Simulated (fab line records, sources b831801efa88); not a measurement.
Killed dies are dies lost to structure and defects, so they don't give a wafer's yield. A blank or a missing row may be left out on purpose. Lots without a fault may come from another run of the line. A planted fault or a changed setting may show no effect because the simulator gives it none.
Chamber matching | flow sky130 | SKY_VIA1_CMP_02 on cmp-01: 4 sister chambers
The step polishes SiO2. 8 wafers are shown with their chamber, then 9 later ones without.

WAFERS WITH THEIR CHAMBER
wafer  | chamber | motor_current_A (A) | head_pressure_psi (psi)
L663.1 | 2       | 10.5                | 3.998
L664.4 | 2       | 11.6                | 4.009
L673.4 | 3       | 10.6                | 4.002
L675.3 | 3       | 10.6                | 4.004
L675.6 | 1       | 12.1                | 3.996
L676.1 | 1       | 12.1                | 4.001
L676.3 | 0       | 12.8                | 4.002
L676.6 | 0       | 13.0                | 3.985

WAFERS WITHOUT THEIR CHAMBER
wafer  | motor_current_A (A) | head_pressure_psi (psi)
L677.1 | 11.0                | 4.002
L677.3 | 10.7                | 4.006
L677.5 | 12.1                | 3.996
L679.2 | 12.3                | 4.005
L679.5 | 13.1                | 4.001
L679.6 | 10.9                | 3.987
L680.2 | 13.1                | 4.001
L680.3 | 12.7                | 4.004
L680.4 | 10.5                | 4.017

WHICH CHAMBER EACH WENT THROUGH
wafer  | from the rows above          | in truth
L677.1 | can't be placed: 2 or 3      | 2
L677.3 | can't be placed: 3 or 2      | 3
L677.5 | can't be placed: 1 or 0      | 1
L679.2 | can't be placed: 1 or 0      | 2
L679.5 | can't be placed: 0 or 1      | 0
L679.6 | can't be placed: 2 or 3 or 1 | 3
L680.2 | can't be placed: 0 or 1      | 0
L680.3 | can't be placed: 0 or 1      | 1
L680.4 | can't be placed: 3 or 2      | 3
Placed correctly: 0 of 9. Can't be placed from these rows: 9 (the true chamber is among the candidates in 8). Placed wrongly: 0.
How it was worked out, from the rows above alone: a wafer's distance from a chamber is the root of the sum, over the readings, of the square of ((its reading less the chamber's mean) divided by the reading's scatter). The wafer belongs to the nearest chamber; if the next one is less than 2 further off, it can't be placed. A chamber's mean is the mean of its shown wafers. The scatter: the root of (the sum of the squares of (reading less its chamber's mean) over the shown wafers, divided by (wafers less chambers)).
